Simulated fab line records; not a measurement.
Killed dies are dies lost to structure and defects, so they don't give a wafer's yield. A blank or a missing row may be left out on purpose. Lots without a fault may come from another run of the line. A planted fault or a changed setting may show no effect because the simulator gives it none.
fab line records ; flow sky130
record lots=13; wafers=39; lastDay=50
route steps=708 shown POLY_GATE@228 LDD_HVP@285 POLY_CUT@316 PAD_OPEN@708
lots that met no fault: taken from a fault-free run of the same line
startH: the number of hours between the record's first day and the start of the first shown wafer of the lot ; waitH: hours from the lot's prior step to this one ; " identical to the entry in the row above ; L1.1+2: several wafers, shown together as one row ; - no value, or no start was given ; * or withheld: withheld ; < > ~ a bound
route shown NAME@n: names a module that has steps shown in the file, with the first one's number in the route ; usual: the fault-free wafers' mean and standard deviation ; same: alike in all rows ; chamber/n: place in a boat ; sites: each site's reading ; _std_site: their standard deviation ; _edge_site: the outer-site mean with the inner-site mean subtracted ; radiusMm: how far each site lies from the wafer's centre ; mask NAME#n: copy n ; behind: tool/chamber where the wafer was last shaped ; hold: the reason the lot was held/the length of the hold in hours/how it ended ; device: the transistor (n, p or np) that didn't switch ; end of line: tests of these same wafers at the route's end ; a step without rows: its recipe alone ; killed: at the first sort, the dies lost to defects and structure; wafer yield is something else ; map: dies across one wafer; x = killed, . = not, _ = none there
set.NAME: the setting as run; set.NAME@STEP: as run at that earlier step ; model.NAME: the simulator's own value behind a step, which no gauge read
steps of the route over a sample of lots; a table a step, a row a wafer
services: when a tool's chamber went out of use (startH, in hours from the record's first day, below 0 if earlier), for how many hours, and the reason
## steps
# step SKY_POLY_GATE_OVL_MEAS_14
# usual POLY_GATE_OVL=-2/6
lot.wafer;tool;chamber;startH;waitH;POLY_GATE_OVL[nm]
L302.1;overlay-02;-;367.86;0.1;-11
L302.2;overlay-02;-;367.86;0.1;-2
L302.5;overlay-02;-;367.86;0.1;-4
L303.1;overlay-01;-;380.70;0.1;-12
L303.2;overlay-01;-;380.70;0.1;-4
L303.4;overlay-01;-;380.70;0.1;-6
L305.1;overlay-01;-;400.66;0.1;-3
L305.4;overlay-01;-;400.66;0.1;-10
L305.5;overlay-01;-;400.66;0.1;-2
L306.2;overlay-02;-;407.24;0.1;-4
L306.3;overlay-02;-;407.24;0.1;-6
L306.5;overlay-02;-;407.24;0.1;6
L307.2;overlay-01;-;416.36;0.1;5
L307.4;overlay-01;-;416.36;0.1;9
L307.6;overlay-01;-;416.36;0.1;8
L309.4;overlay-01;-;437.37;0.1;-4
L309.5;overlay-01;-;437.37;0.1;-17
L309.6;overlay-01;-;437.37;0.1;-9
L310.1;overlay-02;-;442.18;0.1;9
L310.2;overlay-02;-;442.18;0.1;-1
L310.6;overlay-02;-;442.18;0.1;-2
L318.2;overlay-01;-;517.25;0.1;1
L318.4;overlay-01;-;517.25;0.1;-1
L318.6;overlay-01;-;517.25;0.1;7
L319.1;overlay-02;-;518.80;0.1;-3
L319.3;overlay-02;-;518.80;0.1;7
L319.4;overlay-02;-;518.80;0.1;-5
L320.1;overlay-01;-;523.06;0.1;1
L320.4;overlay-01;-;523.06;0.1;-12
L320.5;overlay-01;-;523.06;0.1;5
L321.1;overlay-01;-;535.46;0.1;-6
L321.2;overlay-01;-;535.46;0.1;-5
L321.4;overlay-01;-;535.46;0.1;-5
L323.2;overlay-02;-;558.36;0.1;1
L323.3;overlay-02;-;558.36;0.1;-9
L323.4;overlay-02;-;558.36;0.1;-7
L324.1;overlay-01;-;563.21;0.1;-5
L324.2;overlay-01;-;563.21;0.1;-8
L324.4;overlay-01;-;563.21;0.1;-3
# step SKY_LDD_HVP_OVL_MEAS_07
# usual LDD_HVP_OVL=0.9/1.5
lot.wafer;tool;chamber;startH;waitH;LDD_HVP_OVL[nm]
L302.1;overlay-01;-;492.68;0.1;-0.1
L302.2;overlay-01;-;492.68;0.1;1.2
L302.5;overlay-01;-;492.68;0.1;-1.6
L303.1;overlay-01;-;506.54;0.1;2.7
L303.2;overlay-01;-;506.54;0.1;2.0
L303.4;overlay-01;-;506.54;0.1;2.4
L305.1;overlay-02;-;526.64;0.1;3.4
L305.4;overlay-02;-;526.64;0.1;4.0
L305.5;overlay-02;-;526.64;0.1;4.6
L306.2;overlay-02;-;533.53;0.1;3.7
L306.3;overlay-02;-;533.53;0.1;0.6
L306.5;overlay-02;-;533.53;0.1;3.1
L307.2;overlay-02;-;542.49;0.1;-1.7
L307.4;overlay-02;-;542.49;0.1;-0.1
L307.6;overlay-02;-;542.49;0.1;-0.1
L309.4;overlay-02;-;561.36;0.1;1.1
L309.5;overlay-02;-;561.36;0.1;1.3
L309.6;overlay-02;-;561.36;0.1;1.6
L310.1;overlay-01;-;565.73;0.1;0.2
L310.2;overlay-01;-;565.73;0.1;3.0
L310.6;overlay-01;-;565.73;0.1;-0.3
L318.2;overlay-01;-;638.59;0.1;0.1
L318.4;overlay-01;-;638.59;0.1;-0.3
L318.6;overlay-01;-;638.59;0.1;0.4
L319.1;overlay-02;-;640.09;0.1;2.2
L319.3;overlay-02;-;640.09;0.1;1.5
L319.4;overlay-02;-;640.09;0.1;1.5
L320.1;overlay-02;-;642.31;0.1;0.4
L320.4;overlay-02;-;642.31;0.1;1.7
L320.5;overlay-02;-;642.31;0.1;0.1
L321.1;overlay-02;-;655.14;0.1;-0.9
L321.2;overlay-02;-;655.14;0.1;0.3
L321.4;overlay-02;-;655.14;0.1;-0.1
L323.2;overlay-02;-;677.79;0.1;0.0
L323.3;overlay-02;-;677.79;0.1;0.3
L323.4;overlay-02;-;677.79;0.1;1.9
L324.1;overlay-02;-;681.99;0.1;1.8
L324.2;overlay-02;-;681.99;0.1;0.9
L324.4;overlay-02;-;681.99;0.1;3.3
# step SKY_POLY_CUT_OVL_MEAS_09
# usual POLY_CUT_OVL=-4/5
lot.wafer;tool;chamber;startH;waitH;POLY_CUT_OVL[nm]
L302.1;overlay-01;-;556.01;0.1;-14
L302.2;overlay-01;-;556.01;0.1;-12
L302.5;overlay-01;-;556.01;0.1;-2
L303.1;overlay-01;-;569.16;0.1;-3
L303.2;overlay-01;-;569.16;0.1;-5
L303.4;overlay-01;-;569.16;0.1;3
L305.1;overlay-01;-;592.84;0.1;-4
L305.4;overlay-01;-;592.84;0.1;-3
L305.5;overlay-01;-;592.84;0.1;1
L306.2;overlay-01;-;595.76;0.1;-3
L306.3;overlay-01;-;595.76;0.1;-8
L306.5;overlay-01;-;595.76;0.1;-9
L307.2;overlay-01;-;604.31;0.1;-10
L307.4;overlay-01;-;604.31;0.1;-6
L307.6;overlay-01;-;604.31;0.1;2
L309.4;overlay-01;-;622.88;0.1;-2
L309.5;overlay-01;-;622.88;0.1;2
L309.6;overlay-01;-;622.88;0.1;1
L310.1;overlay-01;-;626.71;0.1;-6
L310.2;overlay-01;-;626.71;0.1;-6
L310.6;overlay-01;-;626.71;0.1;-8
L318.2;overlay-01;-;698.79;0.1;2
L318.4;overlay-01;-;698.79;0.1;4
L318.6;overlay-01;-;698.79;0.1;3
L319.1;overlay-02;-;700.21;0.1;-3
L319.3;overlay-02;-;700.21;0.1;-3
L319.4;overlay-02;-;700.21;0.1;-6
L320.1;overlay-02;-;702.56;0.1;0
L320.4;overlay-02;-;702.56;0.1;-7
L320.5;overlay-02;-;702.56;0.1;-9
L321.1;overlay-01;-;714.24;0.1;-9
L321.2;overlay-01;-;714.24;0.1;-6
L321.4;overlay-01;-;714.24;0.1;-8
L323.2;overlay-02;-;736.04;0.1;6
L323.3;overlay-02;-;736.04;0.1;5
L323.4;overlay-02;-;736.04;0.1;2
L324.1;overlay-02;-;741.08;0.1;-8
L324.2;overlay-02;-;741.08;0.1;-13
L324.4;overlay-02;-;741.08;0.1;-10
# step SKY_POLY_CUT_STRIP_12
# recipe chemistry=O2/N2; powerW=1400; pressureMtorr=1500; platenTempC=withheld; o2FlowSccm=3000; n2FlowSccm=300; overashFraction=0.5
# usual chamberPressureMTorr=1500.1/1.3; drypumpMotorCurrentA=5.8/0.49; oesProductAu=0.452/0.0046; overashFraction=0.5/0; stripTimeToEndpointS=5.358/0.018
lot.wafer;tool;chamber;startH;waitH;chamberPressureMTorr;drypumpMotorCurrentA;oesProductAu;overashFraction;rfHoursCounterH;stripTimeToEndpointS
L302.1;plasmaAsher-01;0;556.13;0.0;1499.0;5.6;0.448;0.5;82;5.374
L302.2;plasmaAsher-01;1;556.13;0.0;1500.5;5.7;0.458;0.5;82;5.370
L302.5;plasmaAsher-01;1;556.13;0.0;1498.6;5.7;0.452;0.5;-;5.335
L303.1;plasmaAsher-02;1;569.28;0.0;1497.9;5.1;0.457;0.5;77;5.367
L303.2;plasmaAsher-02;0;569.28;0.0;1499.7;6.6;0.464;0.5;77;5.380
L303.4;plasmaAsher-02;1;569.28;0.0;1499.2;5.1;0.451;0.5;-;5.344
L305.1;plasmaAsher-02;1;592.96;0.0;1501.1;5.1;0.454;0.5;80;5.342
L305.4;plasmaAsher-02;0;592.96;0.0;1496.1;6.6;0.449;0.5;-;5.356
L305.5;plasmaAsher-02;1;592.96;0.0;1500.8;5.1;0.454;0.5;-;5.337
L306.2;plasmaAsher-02;1;595.88;0.0;1498.6;5.1;0.460;0.5;80;5.368
L306.3;plasmaAsher-02;1;595.88;0.0;1500.7;5.1;0.447;0.5;-;5.340
L306.5;plasmaAsher-02;0;595.88;0.0;1501.3;6.6;0.460;0.5;-;5.342
L307.2;plasmaAsher-02;0;604.43;0.0;1501.1;6.6;0.452;0.5;81;5.350
L307.4;plasmaAsher-02;0;604.43;0.0;1499.4;6.6;0.454;0.5;-;5.349
L307.6;plasmaAsher-02;0;604.43;0.0;1500.8;6.6;0.456;0.5;-;5.368
L309.4;plasmaAsher-01;0;623.01;0.1;-;-;-;-;-;-
L309.5;plasmaAsher-01;0;623.01;0.1;-;-;-;-;-;-
L309.6;plasmaAsher-01;1;623.01;0.1;-;-;-;-;-;-
L310.1;plasmaAsher-01;1;626.83;0.0;-;-;-;-;-;-
L310.2;plasmaAsher-01;0;626.83;0.0;-;-;-;-;-;-
L310.6;plasmaAsher-01;1;626.83;0.0;-;-;-;-;-;-
L318.2;plasmaAsher-02;1;698.90;0.0;1498.9;5.1;0.452;0.5;88;5.348
L318.4;plasmaAsher-02;1;698.90;0.0;1500.9;5.1;0.447;0.5;-;5.369
L318.6;plasmaAsher-02;1;698.90;0.0;1501.4;5.1;0.450;0.5;-;5.353
L319.1;plasmaAsher-04;0;700.33;0.0;1500.0;5.6;0.452;0.5;28;5.369
L319.3;plasmaAsher-04;1;700.33;0.0;1498.4;5.9;0.451;0.5;-;5.376
L319.4;plasmaAsher-04;0;700.33;0.0;1498.6;5.6;0.457;0.5;-;5.389
L320.1;plasmaAsher-02;1;702.68;0.0;1498.8;5.1;0.454;0.5;88;5.381
L320.4;plasmaAsher-02;1;702.68;0.0;1499.6;5.1;0.457;0.5;-;5.386
L320.5;plasmaAsher-02;0;702.68;0.0;1502.2;6.6;0.453;0.5;-;5.370
L321.1;plasmaAsher-01;0;714.36;0.0;1497.9;5.6;0.455;0.5;99;5.387
L321.2;plasmaAsher-01;1;714.36;0.0;1499.5;5.6;0.452;0.5;99;5.349
L321.4;plasmaAsher-01;0;714.36;0.0;1500.3;5.6;0.445;0.5;-;5.390
L323.2;plasmaAsher-04;1;736.15;0.0;1499.9;5.9;0.453;0.5;31;5.355
L323.3;plasmaAsher-04;0;736.15;0.0;1500.8;5.6;0.447;0.5;-;5.374
L323.4;plasmaAsher-04;1;736.15;0.0;1499.3;5.9;0.450;0.5;-;5.342
L324.1;plasmaAsher-04;0;741.20;0.0;1499.7;5.6;0.454;0.5;32;5.367
L324.2;plasmaAsher-04;1;741.20;0.0;1501.6;5.9;0.451;0.5;32;5.368
L324.4;plasmaAsher-04;0;741.20;0.0;1501.7;5.6;0.463;0.5;-;5.379
# step SKY_PAD_OPEN_PROBE_99
# usual killed_at_M0_to_M3=43/7.3; killed_at_M4_up=3.1/1.7; killedAtContacts=25/5.3; killedAtFrontEnd=14/4.1; killedAtOther=0.3/0.56; killedDies=85/9.4; killedOnRim=17/4; killedOpen=46/7.4; killedShort=38/5.8
# same grossDies=492; killedAtBackSide=0
lot.wafer;tool;chamber;startH;waitH;killed_at_M0_to_M3;killed_at_M4_up;killedAtContacts;killedAtFrontEnd;killedAtOther;killedDies;killedOnRim;killedOpen;killedShort
L309.4;prober-02;-;1121.90;0.2;42;1;22;427;0;492;96;40;39
L309.5;prober-02;-;1121.95;0.2;54;3;20;414;1;492;96;50;39
L309.6;prober-02;-;1122.00;0.2;43;2;23;422;2;492;96;33;46
L310.1;prober-01;-;1124.19;0.1;31;3;26;430;2;492;96;38;39
L310.2;prober-01;-;1124.24;0.1;40;1;29;422;0;492;96;44;49
L310.6;prober-01;-;1124.44;0.2;42;7;28;415;0;492;96;47;51
L323.2;prober-01;-;1195.69;0.1;36;5;23;10;0;74;15;43;31
L323.3;prober-01;-;1195.74;0.2;46;2;24;12;0;84;13;41;43
L323.4;prober-01;-;1195.79;0.2;43;1;20;14;0;78;14;50;28
# killed by level:class
L309.4 SD_P:areaStrip=411 VIA1:geometricParticle:open=13 POLY_GATE:geometricParticle:short=6 LI_CONTACT:geometricParticle:open=6 METAL1:geometricParticle:short=6 VIA3:geometricParticle:short=6 CONTACT:geometricParticle:short=5 CONTACT:geometricParticle:open=5
L309.5 SD_P:areaStrip=399 VIA1:geometricParticle:open=12 VIA3:geometricParticle:open=10 METAL1:geometricParticle:short=8 CONTACT:geometricParticle:open=6 LI_CONTACT:geometricParticle:open=5 VIA2:geometricParticle:open=5 METAL2:geometricParticle:short=5
L309.6 SD_P:areaStrip=411 VIA1:geometricParticle:open=9 VIA1:geometricParticle:short=7 LI_CONTACT:geometricParticle:open=6 VIA3:geometricParticle:short=6 CONTACT:geometricParticle:short=5 VIA3:geometricParticle:open=5 FIELD_ISO:geometricParticle:short=4
L310.1 SD_P:areaStrip=414 CONTACT:geometricParticle:open=10 METAL2:geometricParticle:short=6 FIELD_ISO:geometricParticle:short=5 CONTACT:geometricParticle:short=5 VIA2:geometricParticle:open=5 VIA3:geometricParticle:open=5 POLY_GATE:geometricParticle:short=4
L310.2 SD_P:areaStrip=399 METAL2:geometricParticle:short=10 CONTACT:geometricParticle:short=8 LI_CONTACT:geometricParticle:open=7 CONTACT:geometricParticle:open=7 FIELD_ISO:geometricParticle:short=6 VIA1:geometricParticle:open=6 VIA2:geometricParticle:open=6
L310.6 SD_P:areaStrip=394 CONTACT:geometricParticle:open=12 METAL2:geometricParticle:short=9 VIA1:geometricParticle:open=9 POLY_GATE:geometricParticle:short=8 LI_CONTACT:geometricParticle:short=7 METAL1:geometricParticle:short=6 METAL4:geometricParticle:short=5
L323.2 CONTACT:geometricParticle:open=8 VIA2:geometricParticle:open=8 LI_CONTACT:geometricParticle:open=5 METAL4:geometricParticle:short=5 LOCAL_INTERCONNECT:geometricParticle:short=4 CONTACT:geometricParticle:short=4 METAL1:geometricParticle:open=4 VIA1:geometricParticle:open=4
L323.3 METAL2:geometricParticle:short=11 CONTACT:geometricParticle:open=10 METAL1:geometricParticle:short=7 LOCAL_INTERCONNECT:geometricParticle:short=6 VIA1:geometricParticle:open=6 VIA1:geometricParticle:short=5 VIA3:geometricParticle:open=5 FIELD_ISO:geometricParticle:open=4
L323.4 CONTACT:geometricParticle:open=10 VIA1:geometricParticle:open=9 FIELD_ISO:geometricParticle:open=6 VIA3:geometricParticle:open=6 METAL2:geometricParticle:open=5 VIA2:geometricParticle:open=5 CONTACT:geometricParticle:short=4 VIA1:geometricParticle:short=4
## services
tool;chamber;startH;hours;kind
plasmaAsher-04;-;615.37;1.3;repair
plasmaAsher-02;-;625.77;25.5;repair
plasmaAsher-04;-;633.65;2.2;repair
plasmaAsher-01;-;658.80;6.4;repair
plasmaAsher-04;-;672.88;0.8;repair
plasmaAsher-02;-;691.11;3.1;repair
plasmaAsher-02;-;711.83;2.7;repair
plasmaAsher-01;-;733.75;9.0;pm
plasmaAsher-01;0;733.75;9.0;ventCycle
plasmaAsher-01;1;733.75;9.0;ventCycle
## key
firstSign step=SKY_POLY_CUT_STRIP_12; reading=toolRecord; direction=missing
effect step=SKY_PAD_OPEN_PROBE_99; reading=killedAtFrontEnd; direction=up; sigmas=98; usual=14; struck=422
moreKillsBornAt SKY_POLY_CUT_STRIP_12@plasmaAsher-01=2428
metAt SKY_POLY_CUT_STRIP_12
struckLots L309,L310
laterRowsLeftOut L309.4,L309.5,L309.6,L310.1,L310.2,L310.6
testerLeftOut L309,L310
notActingAt SKY_POLY_GATE_OVL_MEAS_14,SKY_LDD_HVP_OVL_MEAS_07,SKY_POLY_CUT_OVL_MEAS_09
onsetBetween 556.13 623.01
fault kind=skippedStepWhole; tool=plasmaAsher-01; chamber=-; onsetH=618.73; steps=SKY_POLY_CUT_STRIP_12; scope=struckLotsOnly
# testerLeftOut: of these lots the tester's yield and bins aren't shown, on N5 and GAA mostly nor the transistor test; their killed dies are dies lost to structure and defects alone, not to doping, threshold or leakage, so they don't give the yield
# laterRowsLeftOut: the simulator's readings of these wafers behind a module that went badly wrong aren't trusted and aren't shown, but for the sort
